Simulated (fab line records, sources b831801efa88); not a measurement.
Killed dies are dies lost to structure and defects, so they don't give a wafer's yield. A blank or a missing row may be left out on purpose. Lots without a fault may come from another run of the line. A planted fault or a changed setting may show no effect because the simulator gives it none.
Which tool did it? | flow sky130 | 6 lots, 18 wafers sampled, at 2 steps of a route of 708

WHAT THE GAUGES READ, wafer by wafer
SKY_VIA1_CD_MEAS_12: target cd 150 nm.
lot  | measured     | on        | cd_nm (nm)
L857 | day 35 09:02 | cd_sem-02 | 150.1 149.9 150.3
L861 | day 36 09:19 | cd_sem-02 | 151.3 150.2 152.6
L863 | day 37 05:16 | cd_sem-02 | 154.1 153.3 154.0
L865 | day 37 23:09 | cd_sem-01 | 151.7 150.8 151.1
L872 | day 39 23:46 | cd_sem-01 | 146.0 146.7 147.2
L877 | day 40 22:10 | cd_sem-01 | 150.2 150.3 149.9

WHICH TOOL RAN EACH LOT (tool, then ch and the chambers of the sampled wafers, then the start)
lot  | SKY_METAL1_SPUTTER_04
L857 | pvd_sputter-03, day 33 02:28
L861 | pvd_sputter-01, day 34 03:23
L863 | pvd_sputter-03, day 34 23:59
L865 | pvd_sputter-01, day 35 18:23
L872 | pvd_sputter-03, day 37 19:31
L877 | pvd_sputter-02, day 38 18:41
- SKY_METAL1_SPUTTER_04: material TiN, target thk 70 nm, time 58.3 s.

THE ANSWER, worked out from the rows above alone
Rule: what is usual is taken from the lots themselves. Put in order of their means at a reading, lots are off if they are a third of the lots or fewer, leave a main group of 4 or more, and stand apart from it by a gap of 3 or more times the standard deviation of the main group's means; of several such gaps the widest counts. A main group whose means are all the same, to the digits that the tables above print for the reading, isn't used. A lot without any number at a reading at which 4 lots or more have one is off too. The other lots that the step has rows for count as sound.
No lot is off at any reading shown: from this, nothing can be told.

WHAT THE SIMULATOR HAD PUT IN
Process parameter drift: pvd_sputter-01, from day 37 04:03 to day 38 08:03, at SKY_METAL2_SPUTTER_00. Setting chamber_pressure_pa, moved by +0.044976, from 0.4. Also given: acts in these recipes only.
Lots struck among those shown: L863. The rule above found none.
